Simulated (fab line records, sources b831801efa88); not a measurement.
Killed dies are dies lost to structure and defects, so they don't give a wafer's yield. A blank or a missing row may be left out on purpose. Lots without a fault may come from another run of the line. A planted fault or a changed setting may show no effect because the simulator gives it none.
Chamber matching | flow sky130 | SKY_CONTACT_ETCH_17 on rie_diel-04: 4 sister chambers
The step etches SiO2 in C4F8/O2/Ar, stops on Si3N4, target depth 340 nm. 18 wafers are shown with their chamber, then 9 later ones without.

WAFERS WITH THEIR CHAMBER
wafer  | chamber | oes_product_au (a.u.)
L076.1 | 2       | 0.896
L076.4 | 1       | 0.895
L076.5 | 2       | 0.892
L077.1 | 2       | 0.894
L077.4 | 3       | 0.890
L077.6 | 1       | 0.882
L078.1 | 3       | 0.898
L078.2 | 1       | 0.894
L078.3 | 2       | 0.892
L078.4 | 0       | 0.887
L078.5 | 2       | 0.891
L078.6 | 3       | 0.900
L079.2 | 3       | 0.897
L079.4 | 0       | 0.901
L079.6 | 2       | 0.894
L086.2 | 0       | 0.894
L086.4 | 1       | 0.894
L086.5 | 0       | 0.887

SIGNATURES (means of the wafers above)
reading        | chamber 0 | chamber 1 | chamber 2 | chamber 3 | scatter within a chamber
oes_product_au | 0.89225   | 0.89125   | 0.89317   | 0.89625   | 0.0048
Rule: a wafer's distance from a chamber is the root of the sum, over the readings, of the square of ((its reading less the chamber's mean) divided by the reading's scatter). The wafer belongs to the nearest chamber; if the next one is less than 2 further off, it can't be placed. The scatter: the root of (the sum of the squares of (reading less its chamber's mean) over the shown wafers, divided by (wafers less chambers)).

WAFERS WITHOUT THEIR CHAMBER
wafer  | oes_product_au (a.u.)
L088.1 | 0.897
L088.2 | 0.889
L088.3 | 0.895
L088.4 | 0.896
L088.5 | 0.899
L088.6 | 0.884
L096.3 | 0.894
L096.4 | 0.895
L096.6 | 0.885

WHICH CHAMBER EACH WENT THROUGH
wafer  | from the rows above               | in truth
L088.1 | can't be placed: 3 or 2 or 0 or 1 | 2
L088.2 | can't be placed: 1 or 0 or 2 or 3 | 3
L088.3 | can't be placed: 3 or 2 or 0 or 1 | 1
L088.4 | can't be placed: 3 or 2 or 0 or 1 | 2
L088.5 | can't be placed: 3 or 2 or 0 or 1 | 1
L088.6 | can't be placed: 1 or 0 or 2 or 3 | 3
L096.3 | can't be placed: 2 or 0 or 3 or 1 | 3
L096.4 | can't be placed: 3 or 2 or 0 or 1 | 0
L096.6 | can't be placed: 1 or 0 or 2 or 3 | 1
Placed correctly: 0 of 9. Can't be placed from these rows: 9 (the true chamber is among the candidates in 9). Placed wrongly: 0.
